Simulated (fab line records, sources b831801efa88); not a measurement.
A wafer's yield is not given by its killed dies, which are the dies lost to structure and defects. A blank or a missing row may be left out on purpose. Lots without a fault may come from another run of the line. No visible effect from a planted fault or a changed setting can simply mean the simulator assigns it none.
Comparing a struck lot with a sound one | flow sky130 | 35 out of 708 route steps
Sound: the wafers L603.1, L603.3, L603.6. Struck: wafers L618.3, L618.4, L618.5. The cause is given at the end.
For every step that has rows: the tool of each side, followed by ch and its chambers, followed by its first start. Under that, the readings that differ: sound wafers | struck wafers | difference of the means | sigmas: that difference in standard deviations of wafers without a fault.
alike: readings whose means differ by less than 2 such deviations, and words and numbers that are the same on both sides. not compared: withheld readings, readings that some wafer has no value for, bounds like >300 that may hide the same value, and numbers for which the record gives no deviation and whose values overlap.
The two part at a step that has a row with sigmas, a row that says differs or no value, or rows on one side only. Numbers that have no deviation but don't overlap get no sigmas and don't part them. A reading missing from all wafers of one side parts the sides only when that side holds two or more wafers.

first, 10 steps without rows for these wafers: SKY_POLY_GATE_COAT_08 (resist thk 450 nm); SKY_POLY_GATE_SOFTBAKE_09 (time 90 s); SKY_POLY_GATE_EXPOSE_10 (exposes mask P1M, target cd 150 nm); SKY_POLY_GATE_PEB_11; SKY_POLY_GATE_DEVELOP_12 (develop time 60 s); SKY_POLY_GATE_ETCH_15 (etches BARC in N2/H2, stops on SiO2, time 118.5 s, target depth 110 nm); SKY_POLY_GATE_ETCH_16 (etches Si3N4 in CH3F/O2, stops on poly-Si, time 147.5 s, target depth 75 nm); SKY_POLY_GATE_ETCH_17 (etches poly-Si in HBr/Cl2, stops on SiO2, target depth 180 nm, time 70.5 s); SKY_POLY_GATE_STRIP_18 (strips in O2/N2); SKY_POLY_GATE_CLEAN_19 (cleans in SC1/SC2, time 150 s).
SKY_POLY_GATE_OXIDATION_20: stabilise 600 s, purge 300 s, target thk 4 nm.
  sound on furnace-02 ch 0, day 17 17:29; struck on furnace-01 ch 0, day 22 04:17
then, 23 steps without rows for these wafers: SKY_LDD_N_DEHYDRATE_00 (time 60 s); SKY_LDD_N_HMDS_01 (prime time 60 s); SKY_LDD_N_COAT_02 (resist thk 300 nm); SKY_LDD_N_SOFTBAKE_03 (time 60 s); SKY_LDD_N_EXPOSE_04 (exposes mask NTM, target cd 840 nm); SKY_LDD_N_PEB_05; SKY_LDD_N_DEVELOP_06 (develop time 60 s); SKY_LDD_N_IMPLANT_08; SKY_LDD_N_IMPLANT_09; SKY_LDD_N_IMPLANT_10; SKY_LDD_N_IMPLANT_11; SKY_LDD_N_IMPLANT_12; SKY_LDD_N_IMPLANT_13; SKY_LDD_N_IMPLANT_14; SKY_LDD_N_IMPLANT_15; SKY_LDD_N_STRIP_16 (strips in O2/N2); SKY_LDD_P_DEHYDRATE_00 (time 60 s); SKY_LDD_P_HMDS_01 (prime time 60 s); SKY_LDD_P_COAT_02 (resist thk 1140 nm); SKY_LDD_P_SOFTBAKE_03 (time 60 s); SKY_LDD_P_EXPOSE_04 (exposes mask PSDM, target cd 380 nm); SKY_LDD_P_PEB_05; SKY_LDD_P_DEVELOP_06 (develop time 60 s).
-- record jumps: 28 days separate the struck wafers' starts on either side; left off in module LDD_P, taken up again in module PAD_OPEN, whose first shown step is the route's number 708 --
SKY_PAD_OPEN_PROBE_99:
  sound on prober-01, day 46 19:34; struck on prober-01, day 49 19:19
  reading                                           | sound                | struck               | difference | sigmas
  killed-dies                                       | 85 89 87             | 110 104 106          | +20        | +2
  model.etest.diode-nwell-sub.leak-log10-a-cm2      | -7.626 -7.21 -7.222  | -6.125 -6.138 -5.842 | +1.318     |
  model.etest.diode-dnwell-sub.leak-log10-a-cm2     | -7.176 -7.403 -7.329 | -6.053 -6.11 -5.839  | +1.302     |
  model.etest.diode-pwell-dnwell.leak-log10-a-cm2   | -7.568 -7.608 -7.747 | -6.418 -6.439 -6.495 | +1.190     |
  model.etest.diode-ndiff-pwell-hv.leak-log10-a-cm2 | -6.668 -6.92 -6.672  | -5.844 -5.886 -5.875 | +0.885     |
  model.etest.diode-pdiff-nwell-hv.leak-log10-a-cm2 | -6.896 -6.512 -6.603 | -6.015 -5.998 -6.09  | +0.636     |
  model.etest.diode-ndiff-pwell.leak-log10-a-cm2    | -7.171 -7.24 -7.145  | -6.646 -6.789 -6.566 | +0.518     |
  model.etest.diode-pdiff-nwell.leak-log10-a-cm2    | -6.875 -7.523 -7.159 | -6.464 -6.255 -6.393 | +0.815     |
  model.etest.nfet_16v.off-log10-a-um               | -13.79 -13.88 -13.75 | -13.31 -13.32 -13.3  | +0.50      |
  alike: killed_at_M0_to_M3, killed_at_M4_up, killed-at-contacts, killed-at-front-end, killed-at-other, killed-on-rim, killed-open, killed-short

## WHERE THEY PART
Within this record, at SKY_PAD_OPEN_PROBE_99 only.

WHY: whatever the simulator had introduced
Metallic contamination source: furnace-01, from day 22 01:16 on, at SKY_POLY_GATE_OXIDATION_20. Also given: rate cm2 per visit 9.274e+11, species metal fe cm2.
